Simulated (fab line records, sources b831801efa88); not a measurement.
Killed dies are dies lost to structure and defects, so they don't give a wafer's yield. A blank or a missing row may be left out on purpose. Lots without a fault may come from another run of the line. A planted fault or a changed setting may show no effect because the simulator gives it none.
fab line records | flow sky130
record lots=10 wafers=30 last_day=50
route steps=708 shown FIELD_ISO@1 PAD_OPEN@708
lots that met no fault: from a run of the same line without faults
start_h: hours from the record's first day to the start of the lot's first wafer shown | wait_h: hours since the lot's step before | " the same as in the row above | L1.1+2: a row that stands for several wafers | - no value, or no start given | * or withheld: withheld | < > ~ a bound
route shown NAME@n: a module of which the file shows steps, and the number in the route of the first | usual: mean/standard deviation of fault-free wafers | same: alike in all rows | chamber/n: place in a boat | sites: the reading at each site | _std_site: their standard deviation | _edge_site: outer sites' mean less inner sites' | radius_mm: how far each site lies from the wafer's centre | mask NAME#n: copy n | behind: the tool/chamber that last shaped the wafer | hold: why the lot was held/for how many hours/how that ended | device: the transistor (n, p or np) that didn't switch | end of line: the same wafers' tests at the end of the route | a step without rows: its recipe alone | killed: dies lost to structure and defects at the first sort, not the wafer's yield | map: a wafer's dies, x killed, . not, _ none there
set.NAME: the setting as run; set.NAME@STEP: as run at that earlier step | model.NAME: the simulator's own value behind a step, which no gauge read
steps of the route over a sample of lots; a table a step, a row a wafer
services: from which hour (start_h, from the record's first day; less than 0 if before it) a tool's chamber was out of use, for how many hours, and why
## steps
# step SKY_FIELD_ISO_BOW_MEAS_00
# recipe mode=bow
# usual INCOMING_BOW=-1/5.7
# columns lot.wafer tool chamber start_h wait_h INCOMING_BOW[um]
L462.2 film_metro-02 - 10.02 - -8
L462.4 " - " " 1
L462.5 " - " " 3
L463.2 film_metro-02 - 15.02 - -7
L463.5 " - " " -4
L463.6 " - " " -3
L464.1 film_metro-04 - 20.00 - 4
L464.4 " - " " -2
L464.5 " - " " 3
L465.2 film_metro-02 - 25.02 - -4
L465.3 " - " " 2
L465.6 " - " " -3
L466.1 film_metro-02 - 30.00 - 1
L466.2 " - " " 7
L466.6 " - " " -9
L467.3 film_metro-02 - 35.04 - 2
L467.4 " - " " -3
L467.5 " - " " -2
L474.2 film_metro-02 - 70.02 - -9
L474.3 " - " " -12
L474.5 " - " " -5
L475.2 film_metro-03 - 75.02 - 2
L475.5 " - " " 5
L475.6 " - " " 4
L476.2 film_metro-02 - 80.02 - -2
L476.5 " - " " 5
L476.6 " - " " 3
L485.1 film_metro-03 - 125.00 - -3
L485.3 " - " " -9
L485.4 " - " " 12
# step SKY_FIELD_ISO_THK_MEAS_02
# recipe reads=SiO2_of_FIELD_ISO_OXIDATION_01
# usual FIELD_ISO_OXIDATION_00_THK=11.97/0.2
# columns lot.wafer tool chamber start_h wait_h FIELD_ISO_OXIDATION_00_THK[nm]
L462.2 film_metro-04 - 13.07 0.0 12.08
L462.4 " - " " 12.28
L462.5 " - " " 12.10
L463.2 film_metro-02 - 16.64 0.0 11.67
L463.5 " - " " 11.72
L463.6 " - " " 11.57
L464.1 film_metro-02 - 22.08 0.0 12.06
L464.4 " - " " 11.98
L464.5 " - " " 11.93
L465.2 film_metro-04 - 27.43 0.0 12.29
L465.3 " - " " 12.24
L465.6 " - " " 12.10
L466.1 film_metro-03 - 32.44 0.0 11.77
L466.2 " - " " 11.61
L466.6 " - " " 11.99
L467.3 film_metro-04 - 37.52 0.0 11.99
L467.4 " - " " 12.04
L467.5 " - " " 12.17
L474.2 film_metro-04 - 71.64 0.0 12.15
L474.3 " - " " 12.10
L474.5 " - " " 11.96
L475.2 film_metro-04 - 77.41 0.0 12.08
L475.5 " - " " 12.10
L475.6 " - " " 12.05
L476.2 film_metro-03 - 82.95 0.0 11.85
L476.5 " - " " 11.91
L476.6 " - " " 11.89
L485.1 film_metro-04 - 126.63 0.0 12.16
L485.3 " - " " 12.22
L485.4 " - " " 12.16
# step SKY_FIELD_ISO_THK_MEAS_23
# recipe reads=SiO2_of_FIELD_ISO_OXIDATION_22
# usual FIELD_ISO_OXIDATION_01_THK=9.95/0.18
# columns lot.wafer tool chamber start_h wait_h FIELD_ISO_OXIDATION_01_THK[nm]
L462.2 film_metro-03 - 34.72 0.0 10.46
L462.4 " - " " 10.40
L462.5 " - " " 10.21
L463.2 film_metro-03 - 36.00 0.0 10.11
L463.5 " - " " 10.16
L463.6 " - " " 10.08
L464.1 film_metro-04 - 41.67 0.0 9.85
L464.4 " - " " 10.01
L464.5 " - " " 9.95
L465.2 film_metro-03 - 45.63 0.0 9.59
L465.3 " - " " 9.69
L465.6 " - " " 9.50
L466.1 film_metro-02 - 53.31 0.0 9.87
L466.2 " - " " 9.94
L466.6 " - " " 9.94
L467.3 film_metro-04 - 58.70 0.0 10.10
L467.4 " - " " 10.00
L467.5 " - " " 9.87
L474.2 film_metro-04 - 94.02 0.0 9.72
L474.3 " - " " 9.87
L474.5 " - " " 9.90
L475.2 film_metro-02 - 99.33 0.0 9.88
L475.5 " - " " 9.73
L475.6 " - " " 9.88
L476.2 film_metro-04 - 105.77 0.0 10.23
L476.5 " - " " 10.15
L476.6 " - " " 10.41
L485.1 film_metro-04 - 153.67 0.0 9.68
L485.3 " - " " 9.67
L485.4 " - " " 9.51
# step SKY_FIELD_ISO_CVD_24
# recipe material=SiO2 target_thk_nm=595 temp_c=650 sigma_open_frac=0.3 time_s=99.2 sih4_flow_sccm=60 pressure_mtorr=6
# usual pressure_mtorr=6.002/0.012
# columns lot.wafer tool chamber start_h wait_h pressure_mtorr
L462.2 hdpcvd-02 2 34.77 0.0 6.000
L462.4 " 0 " " 5.986
L462.5 " 2 " " 6.021
L463.2 hdpcvd-01 1 36.05 0.0 5.972
L463.5 " 2 " " 6.006
L463.6 " 0 " " 5.983
L464.1 hdpcvd-01 2 41.73 0.1 6.017
L464.4 " 1 " " 6.009
L464.5 " 2 " " 6.020
L465.2 hdpcvd-02 0 45.68 0.0 5.997
L465.3 " 2 " " 6.002
L465.6 " 1 " " 6.017
L466.1 hdpcvd-01 1 53.37 0.1 5.990
L466.2 " 2 " " 6.012
L466.6 " 2 " " 5.988
L467.3 hdpcvd-02 0 58.74 0.0 6.023
L467.4 " 1 " " 5.997
L467.5 " 2 " " 5.988
L474.2 hdpcvd-02 1 94.07 0.0 6.010
L474.3 " 0 " " 6.000
L474.5 " 1 " " 5.988
L475.2 hdpcvd-02 1 99.38 0.0 5.998
L475.5 " 2 " " 6.025
L475.6 " 0 " " 5.997
L476.2 hdpcvd-02 1 105.82 0.0 6.017
L476.5 " 2 " " 6.001
L476.6 " 1 " " 6.010
L485.1 hdpcvd-01 0 153.73 0.1 6.014
L485.3 " 1 " " 5.999
L485.4 " 2 " " 5.988
# step SKY_FIELD_ISO_THK_MEAS_25
# recipe reads=SiO2_of_FIELD_ISO_CVD_24
# usual FIELD_ISO_CVD_24_THK=592/7.3
# columns lot.wafer tool chamber start_h wait_h FIELD_ISO_CVD_24_THK[nm]
L462.2 film_metro-02 - 34.85 0.0 585
L462.4 " - " " 583
L462.5 " - " " 587
L463.2 film_metro-04 - 36.13 0.0 600
L463.5 " - " " 599
L463.6 " - " " 591
L464.1 film_metro-04 - 41.80 0.0 600
L464.4 " - " " 591
L464.5 " - " " 600
L465.2 film_metro-04 - 45.76 0.0 594
L465.3 " - " " 593
L465.6 " - " " 596
L466.1 film_metro-03 - 53.44 0.0 601
L466.2 " - " " 609
L466.6 " - " " 606
L467.3 film_metro-02 - 58.83 0.1 591
L467.4 " - " " 593
L467.5 " - " " 601
L474.2 film_metro-04 - 94.15 0.0 578
L474.3 " - " " 591
L474.5 " - " " 594
L475.2 film_metro-04 - 99.46 0.0 294
L475.5 " - " " 591
L475.6 " - " " 592
L476.2 film_metro-04 - 105.90 0.0 289
L476.5 " - " " 600
L476.6 " - " " 585
L485.1 film_metro-02 - 153.80 0.0 583
L485.3 " - " " 594
L485.4 " - " " 592
# step SKY_FIELD_ISO_CMP_27
# recipe stop_on=Si3N4 t_overpolish_s=16 down_force_psi=4 platen_rpm=60 target_thk_nm=457.8 pad_velocity_m_s=0.94248
# usual motor_current_A=12.2/1.2 slurry_filter_dp_kPa=13.52/0.15 time_to_endpoint_s=108/4.7
# columns lot.wafer tool chamber start_h wait_h motor_current_A slurry_filter_dp_kPa time_to_endpoint_s
L462.2 cmp-01 1 36.70 0.0 11.7 13.54 109
L462.4 " 2 " " 12.6 13.56 114
L462.5 " 2 " " 12.8 13.31 114
L463.2 cmp-01 3 38.35 0.1 14.8 13.73 101
L463.6 " 0 " " 11.0 13.37 110
L463.5 " 1 " " 12.6 13.44 106
L464.1 cmp-01 0 44.07 0.0 10.9 13.55 113
L464.4 " 3 " " 14.0 13.56 102
L464.5 " 0 " " 11.1 13.46 115
L465.3 cmp-02 0 48.81 0.3 10.7 13.54 104
L465.2 " 1 " " 12.7 13.37 115
L465.6 " 3 " " 11.9 13.23 112
L466.2 cmp-02 1 55.00 0.0 12.5 13.59 114
L466.1 " 2 " " 12.9 13.50 115
L466.6 " 2 " " 13.4 13.71 115
L467.3 cmp-02 0 60.62 0.2 10.4 13.64 105
L467.4 " 2 " " 13.7 13.18 114
L467.5 " 0 " " 10.7 13.38 103
L474.2 cmp-02 2 95.75 0.1 13.2 13.43 106
L474.3 " 0 " " 11.1 13.72 97
L474.5 " 1 " " 12.4 13.78 107
L475.2 cmp-01 1 101.06 0.1 12.3 13.66 53
L475.6 " 0 " " 10.6 13.72 113
L475.5 " 1 " " 11.9 13.50 108
L476.2 cmp-02 0 107.45 0.0 10.3 13.41 46
L476.6 " 0 " " 10.5 13.36 98
L476.5 " 1 " " 12.7 13.60 113
L485.1 cmp-01 3 155.36 0.0 14.1 13.44 105
L485.3 " 0 " " 10.8 13.49 113
L485.4 " 1 " " 11.9 13.25 107
# step SKY_PAD_OPEN_PROBE_99
# usual killed_at_M0_to_M3=42/6.7 killed_at_M4_up=3.3/2.1 killed_at_contacts=24/5.1 killed_at_front_end=15/4.6 killed_at_other=0.3/0.58 killed_dies=85/9.9 killed_on_rim=17/3.7 killed_open=46/6.9 killed_short=38/7
# same gross_dies=492 killed_at_back_side=0
# columns lot.wafer tool chamber start_h wait_h killed_at_M0_to_M3 killed_at_M4_up killed_at_contacts killed_at_front_end killed_at_other killed_dies killed_on_rim killed_open killed_short
L462.2 prober-01 - 1085.20 0.1 42 1 22 11 0 76 24 46 30
L462.4 prober-01 - 1085.30 0.2 49 3 22 12 0 86 23 47 39
L462.5 prober-01 - 1085.35 0.2 53 3 21 10 0 87 16 46 41
L463.2 prober-02 - 1086.17 0.1 26 2 20 8 0 56 13 35 21
L463.5 prober-02 - 1086.32 0.2 40 2 24 9 1 76 14 39 37
L463.6 prober-02 - 1086.37 0.2 33 4 28 15 0 80 19 43 37
L464.1 prober-01 - 1096.06 0.1 46 3 28 21 1 99 14 49 50
L464.4 prober-01 - 1096.21 0.2 36 2 32 10 0 80 22 43 37
L464.5 prober-01 - 1096.26 0.2 46 3 37 19 0 105 14 62 43
L465.2 prober-02 - 1097.88 0.1 44 2 23 13 0 82 17 44 38
L465.3 prober-02 - 1097.93 0.2 40 4 23 15 0 82 19 39 43
L465.6 prober-02 - 1098.08 0.2 38 2 29 14 1 84 19 52 32
L466.1 prober-01 - 1104.53 0.1 49 5 27 13 0 94 19 44 50
L466.2 prober-01 - 1104.58 0.1 35 1 22 23 1 82 12 54 28
L466.6 prober-01 - 1104.78 0.2 44 2 24 14 0 84 21 48 36
L467.3 prober-02 - 1120.21 0.2 44 4 26 10 0 84 22 50 33
L467.4 prober-02 - 1120.26 0.2 52 5 17 17 0 91 22 46 45
L467.5 prober-02 - 1120.31 0.2 50 2 21 13 1 87 14 35 50
L474.2 prober-01 - 1152.72 0.1 37 2 29 10 0 78 17 46 31
L474.3 prober-01 - 1152.77 0.2 58 4 21 11 1 95 22 53 41
L474.5 prober-01 - 1152.87 0.2 33 3 20 10 2 68 14 32 36
L475.2 prober-02 - 1156.27 0.1 67 5 26 394 0 492 96 54 55
L475.5 prober-02 - 1156.42 0.2 46 5 32 15 0 98 17 52 46
L475.6 prober-02 - 1156.47 0.2 59 6 25 14 0 104 23 48 56
L476.2 prober-01 - 1164.16 0.1 45 4 26 417 0 492 96 62 41
L476.5 prober-01 - 1164.31 0.2 48 2 19 13 0 82 18 47 35
L476.6 prober-01 - 1164.36 0.2 40 5 26 13 1 85 19 42 43
L485.1 prober-02 - 1202.81 0.1 53 3 13 20 0 89 15 45 44
L485.3 prober-02 - 1202.91 0.2 33 4 20 13 0 70 13 38 32
L485.4 prober-02 - 1202.96 0.2 38 2 13 11 1 65 15 40 25
# killed by level:class
L462.2 VIA1:geometric_particle:open=16 CONTACT:geometric_particle:open=7 VIA2:geometric_particle:open=7 LI_CONTACT:geometric_particle:open=5 METAL1:geometric_particle:short=5 FIELD_ISO:geometric_particle:open=4 LI_CONTACT:geometric_particle:short=4 CONTACT:geometric_particle:short=4
L462.4 VIA1:geometric_particle:open=11 VIA2:geometric_particle:open=10 CONTACT:geometric_particle:open=8 METAL2:geometric_particle:short=7 LI_CONTACT:geometric_particle:open=4 LOCAL_INTERCONNECT:geometric_particle:short=4 CONTACT:geometric_particle:short=4 METAL1:geometric_particle:short=4
L462.5 VIA1:geometric_particle:open=13 LI_CONTACT:geometric_particle:open=7 METAL2:geometric_particle:short=7 VIA3:geometric_particle:open=7 VIA2:geometric_particle:open=6 VIA1:geometric_particle:short=5 CONTACT:geometric_particle:open=5 CONTACT:geometric_particle:short=5
L463.2 CONTACT:geometric_particle:open=7 LI_CONTACT:geometric_particle:open=6 VIA2:geometric_particle:open=6 VIA1:geometric_particle:open=6 VIA3:geometric_particle:open=5 FIELD_ISO:geometric_particle:open=4 LOCAL_INTERCONNECT:geometric_particle:short=4 METAL1:geometric_particle:short=4
L463.5 VIA3:geometric_particle:open=12 CONTACT:geometric_particle:open=7 CONTACT:geometric_particle:short=6 VIA1:geometric_particle:open=6 LI_CONTACT:geometric_particle:open=5 METAL1:geometric_particle:short=5 VIA1:geometric_particle:short=5 METAL2:geometric_particle:short=5
L463.6 CONTACT:geometric_particle:open=13 VIA1:geometric_particle:open=7 VIA1:geometric_particle:short=6 FIELD_ISO:geometric_particle:open=5 METAL2:geometric_particle:short=5 POLY_GATE:geometric_particle:short=5 CONTACT:geometric_particle:short=5 VIA3:geometric_particle:open=5
L464.1 VIA1:geometric_particle:open=13 LI_CONTACT:geometric_particle:short=8 METAL1:geometric_particle:short=8 FIELD_ISO:geometric_particle:short=7 CONTACT:geometric_particle:open=7 VIA3:geometric_particle:open=7 POLY_GATE:geometric_particle:short=6 LI_CONTACT:geometric_particle:open=5
L464.4 LI_CONTACT:geometric_particle:open=9 CONTACT:geometric_particle:open=9 VIA3:geometric_particle:open=7 METAL2:geometric_particle:short=6 VIA1:geometric_particle:open=6 LOCAL_INTERCONNECT:geometric_particle:short=5 METAL1:geometric_particle:short=5 VIA2:geometric_particle:open=5
L464.5 CONTACT:geometric_particle:open=13 VIA1:geometric_particle:open=12 LI_CONTACT:geometric_particle:open=10 CONTACT:geometric_particle:short=9 METAL1:geometric_particle:short=7 VIA3:geometric_particle:open=7 FIELD_ISO:geometric_particle:open=6 METAL2:geometric_particle:short=5
L465.2 VIA2:geometric_particle:open=9 VIA3:geometric_particle:open=8 METAL1:geometric_particle:short=7 LI_CONTACT:geometric_particle:open=7 CONTACT:geometric_particle:open=7 LOCAL_INTERCONNECT:geometric_particle:short=5 VIA2:geometric_particle:short=4 METAL3:geometric_particle:short=4
L465.3 VIA3:geometric_particle:open=11 LI_CONTACT:geometric_particle:open=9 METAL2:geometric_particle:short=7 FIELD_ISO:geometric_particle:short=6 VIA1:geometric_particle:short=6 METAL1:geometric_particle:short=6 VIA1:geometric_particle:open=5 LOCAL_INTERCONNECT:geometric_particle:short=5
L465.6 VIA1:geometric_particle:open=13 CONTACT:geometric_particle:open=12 LI_CONTACT:geometric_particle:open=10 METAL1:geometric_particle:short=5 VIA2:geometric_particle:open=5 FIELD_ISO:geometric_particle:short=4 POLY_GATE:geometric_particle:short=3 LI_CONTACT:geometric_particle:short=3
L466.1 VIA1:geometric_particle:open=11 CONTACT:geometric_particle:short=8 VIA3:geometric_particle:open=7 VIA2:geometric_particle:open=7 LI_CONTACT:geometric_particle:open=6 METAL2:geometric_particle:short=6 FIELD_ISO:geometric_particle:short=5 CONTACT:geometric_particle:open=5
L466.2 CONTACT:geometric_particle:open=12 VIA1:geometric_particle:open=11 POLY_GATE:geometric_particle:short=6 VIA3:geometric_particle:open=6 FIELD_ISO:geometric_particle:open=5 POLY_GATE:geometric_particle:open=5 LI_CONTACT:geometric_particle:open=5 VIA2:geometric_particle:open=5
L466.6 CONTACT:geometric_particle:open=8 VIA1:geometric_particle:open=8 VIA3:geometric_particle:open=8 METAL1:geometric_particle:short=7 LI_CONTACT:geometric_particle:open=6 VIA2:geometric_particle:open=6 METAL2:geometric_particle:short=6 FIELD_ISO:geometric_particle:open=5
L467.3 CONTACT:geometric_particle:open=16 VIA1:geometric_particle:open=14 LI_CONTACT:geometric_particle:open=6 VIA1:geometric_particle:short=6 METAL2:geometric_particle:short=5 VIA3:geometric_particle:open=5 METAL1:geometric_particle:short=4 VIA3:geometric_particle:short=4
L467.4 VIA3:geometric_particle:open=12 VIA1:geometric_particle:open=11 METAL1:geometric_particle:short=8 VIA1:geometric_particle:short=7 POLY_GATE:geometric_particle:short=5 CONTACT:geometric_particle:open=5 VIA2:geometric_particle:open=5 FIELD_ISO:geometric_particle:short=4
L467.5 METAL1:geometric_particle:short=9 METAL2:geometric_particle:short=9 VIA2:geometric_particle:open=8 VIA1:geometric_particle:open=6 CONTACT:geometric_particle:open=5 VIA3:geometric_particle:short=5 LI_CONTACT:geometric_particle:open=4 LOCAL_INTERCONNECT:geometric_particle:short=4
L474.2 CONTACT:geometric_particle:open=13 LI_CONTACT:geometric_particle:open=8 METAL1:geometric_particle:short=7 VIA1:geometric_particle:open=7 VIA2:geometric_particle:open=6 LOCAL_INTERCONNECT:geometric_particle:short=4 METAL2:geometric_particle:short=4 POLY_GATE:geometric_particle:short=3
L474.3 VIA1:geometric_particle:open=15 CONTACT:geometric_particle:open=10 VIA2:geometric_particle:open=9 VIA2:geometric_particle:short=8 VIA3:geometric_particle:open=7 METAL2:geometric_particle:short=6 CONTACT:geometric_particle:short=5 POLY_GATE:geometric_particle:short=4
L474.5 CONTACT:geometric_particle:open=6 VIA3:geometric_particle:open=6 LI_CONTACT:geometric_particle:open=5 METAL1:geometric_particle:short=5 VIA2:geometric_particle:open=5 LI_CONTACT:geometric_particle:short=4 METAL2:geometric_particle:short=4 POLY_GATE:geometric_particle:open=3
L475.2 FIELD_ISO:area_cvd=382 VIA1:geometric_particle:open=15 VIA1:geometric_particle:short=9 CONTACT:geometric_particle:short=8 CONTACT:geometric_particle:open=7 METAL1:geometric_particle:short=7 VIA2:geometric_particle:open=7 METAL2:geometric_particle:short=7
L475.5 VIA1:geometric_particle:open=13 CONTACT:geometric_particle:open=11 CONTACT:geometric_particle:short=9 VIA3:geometric_particle:open=9 LOCAL_INTERCONNECT:geometric_particle:short=7 VIA2:geometric_particle:open=6 FIELD_ISO:geometric_particle:short=4 LI_CONTACT:geometric_particle:open=4
L475.6 VIA1:geometric_particle:open=13 METAL2:geometric_particle:short=9 CONTACT:geometric_particle:open=8 METAL1:geometric_particle:short=8 VIA1:geometric_particle:short=8 VIA2:geometric_particle:open=7 FIELD_ISO:geometric_particle:short=6 CONTACT:geometric_particle:short=6
L476.2 FIELD_ISO:area_cvd=388 LI_CONTACT:geometric_particle:open=11 FIELD_ISO:geometric_particle:short=10 VIA3:geometric_particle:open=9 VIA2:geometric_particle:open=9 CONTACT:geometric_particle:open=8 VIA1:geometric_particle:open=7 CONTACT:geometric_particle:short=5
L476.5 CONTACT:geometric_particle:open=9 VIA1:geometric_particle:open=9 VIA2:geometric_particle:open=9 VIA2:geometric_particle:short=7 VIA3:geometric_particle:open=7 METAL2:geometric_particle:short=5 LOCAL_INTERCONNECT:geometric_particle:short=4 FIELD_ISO:geometric_particle:short=3
L476.6 LI_CONTACT:geometric_particle:open=12 METAL2:geometric_particle:short=9 CONTACT:geometric_particle:open=6 CONTACT:geometric_particle:short=5 VIA3:geometric_particle:open=4 VIA1:geometric_particle:short=4 VIA1:geometric_particle:open=4 VIA2:geometric_particle:open=4
L485.1 VIA1:geometric_particle:open=12 VIA2:geometric_particle:open=10 METAL3:geometric_particle:short=6 METAL2:geometric_particle:short=6 FIELD_ISO:geometric_particle:short=5 VIA1:geometric_particle:short=5 POLY_GATE:geometric_particle:open=4 SPACER:geometric_particle:short=4
L485.3 VIA1:geometric_particle:open=10 LI_CONTACT:geometric_particle:open=9 VIA1:geometric_particle:short=6 METAL1:geometric_particle:short=5 VIA3:geometric_particle:open=5 POLY_GATE:geometric_particle:short=4 LOCAL_INTERCONNECT:geometric_particle:short=4 VIA2:geometric_particle:open=4
L485.4 VIA1:geometric_particle:open=8 FIELD_ISO:geometric_particle:open=7 LI_CONTACT:geometric_particle:open=7 METAL3:geometric_particle:short=6 METAL2:geometric_particle:short=5 VIA2:geometric_particle:open=5 VIA3:geometric_particle:open=4 CONTACT:geometric_particle:open=3
## services
# columns tool chamber start_h hours kind
hdpcvd-02 - 38.04 6.0 pm
cmp-02 - 40.53 5.1 pm
cmp-01 - 47.11 5.7 pm
hdpcvd-01 0 56.62 10.6 repair
cmp-01 - 59.37 19.1 pm
hdpcvd-01 - 66.75 15.0 pm
hdpcvd-01 0 66.75 15.0 vent_cycle
hdpcvd-01 1 66.75 15.0 vent_cycle
hdpcvd-01 2 66.75 15.0 vent_cycle
cmp-01 - 78.44 4.0 pm
hdpcvd-01 0 81.75 - clean
hdpcvd-01 1 81.75 - clean
hdpcvd-01 2 81.75 - clean
cmp-01 - 82.44 - consumable_replace:conditioner
cmp-01 - 82.44 - consumable_replace:pad
hdpcvd-01 - 107.58 41.5 repair
cmp-01 - 121.04 0.3 repair
cmp-02 - 124.17 0.7 repair
cmp-02 - 137.06 0.4 repair
## key
first_sign step=SKY_FIELD_ISO_THK_MEAS_25 reading=FIELD_ISO_CVD_24_THK direction=down sigmas=41 usual=592 struck=292
effect step=SKY_FIELD_ISO_CMP_27 reading=time_to_endpoint_s direction=down sigmas=12 usual=* struck=*
effect step=SKY_PAD_OPEN_PROBE_99 reading=killed_at_front_end direction=up sigmas=85 usual=15 struck=406
more_kills_born_at SKY_FIELD_ISO_CVD_24@hdpcvd-02=770
met_at SKY_FIELD_ISO_CVD_24
struck_lots L475,L476
struck_wafers L475.2,L476.2
later_rows_left_out L475.2,L476.2
tester_left_out L475,L476
not_acting_at SKY_FIELD_ISO_BOW_MEAS_00,SKY_FIELD_ISO_THK_MEAS_02,SKY_FIELD_ISO_THK_MEAS_23
onset_between 94.07 99.38
fault kind=process_parameter_drift tool=hdpcvd-02 chamber=- onset_h=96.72 steps=SKY_FIELD_ISO_CVD_24 channel=target_thk_nm offset=-298.22 shape=step end_h=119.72 scope=struck_wafers_only acts_in=these_recipes_only stated=595
# tester_left_out: of these lots the tester's yield and bins aren't shown, on N5 and GAA mostly nor the transistor test; their killed dies are dies lost to structure and defects alone, not to doping, threshold or leakage, so they don't give the yield
# later_rows_left_out: the simulator's readings of these wafers behind a module that went badly wrong aren't trusted and aren't shown, but for the sort
